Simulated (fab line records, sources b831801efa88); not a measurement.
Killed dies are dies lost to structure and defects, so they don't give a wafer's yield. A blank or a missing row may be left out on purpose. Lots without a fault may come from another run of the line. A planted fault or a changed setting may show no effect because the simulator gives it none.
Chamber matching | flow sky130 | SKY_LI_CONTACT_CMP_02 on cmp-02: 4 sister chambers
The step polishes PSG. 15 wafers are shown with their chamber, then 7 later ones without.

WAFERS WITH THEIR CHAMBER
wafer  | chamber | motor_current_A (A) | time_to_endpoint_s (s) | edge_zone_pressure_frac
L391.2 | 3       | 12.0                | 29.8                   | 0.995
L391.4 | 2       | 11.9                | 29.2                   | 0.991
L391.6 | 3       | 12.3                | 32.6                   | 0.999
L395.1 | 2       | 12.0                | 33.2                   | 1.014
L395.2 | 0       | 13.9                | 31.2                   | 0.997
L395.3 | 1       | 14.0                | 31.0                   | 0.993
L399.5 | 2       | 12.1                | 30.9                   | 1.009
L401.2 | 1       | 14.7                | 35.9                   | 0.999
L401.3 | 0       | 13.5                | 30.1                   | 0.997
L401.6 | 0       | 13.6                | 30.9                   | 0.994
L402.1 | 3       | 11.0                | 28.9                   | 1.002
L402.2 | 2       | 12.3                | 29.8                   | 0.998
L402.4 | 1       | 14.4                | 33.4                   | 1.000
L405.1 | 1       | 14.7                | 33.9                   | 0.997
L405.5 | 2       | 11.9                | 28.8                   | 0.997

SIGNATURES (means of the wafers above)
reading                 | chamber 0 | chamber 1 | chamber 2 | chamber 3 | scatter within a chamber
motor_current_A         | 13.667    | 14.450    | 12.040    | 11.767    | 0.364
time_to_endpoint_s      | 30.733    | 33.550    | 30.380    | 30.433    | 1.72
edge_zone_pressure_frac | 0.99600   | 0.99725   | 1.00180   | 0.99867   | 0.00614
Rule: a wafer's distance from a chamber is the root of the sum, over the readings, of the square of ((its reading less the chamber's mean) divided by the reading's scatter). The wafer belongs to the nearest chamber; if the next one is less than 2 further off, it can't be placed. The scatter: the root of (the sum of the squares of (reading less its chamber's mean) over the shown wafers, divided by (wafers less chambers)).

WAFERS WITHOUT THEIR CHAMBER
wafer  | motor_current_A (A) | time_to_endpoint_s (s) | edge_zone_pressure_frac
L405.6 | 11.3                | 34.7                   | 0.991
L406.1 | 12.6                | 30.5                   | 0.993
L406.2 | 14.6                | 31.3                   | 1.003
L406.6 | 13.8                | 33.2                   | 0.996
L408.2 | 12.2                | 32.9                   | 0.997
L408.3 | 12.2                | 34.4                   | 0.994
L408.4 | 15.3                | 31.9                   | 0.999

WHICH CHAMBER EACH WENT THROUGH
wafer  | from the rows above          | in truth
L405.6 | can't be placed: 3 or 2      | 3
L406.1 | can't be placed: 2 or 3 or 0 | 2
L406.2 | can't be placed: 1 or 0      | 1
L406.6 | can't be placed: 0 or 1      | 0
L408.2 | can't be placed: 2 or 3      | 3
L408.3 | can't be placed: 2 or 3 or 0 | 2
L408.4 | 1                            | 1
Placed correctly: 1 of 7. Can't be placed from these rows: 6 (the true chamber is among the candidates in 6). Placed wrongly: 0.
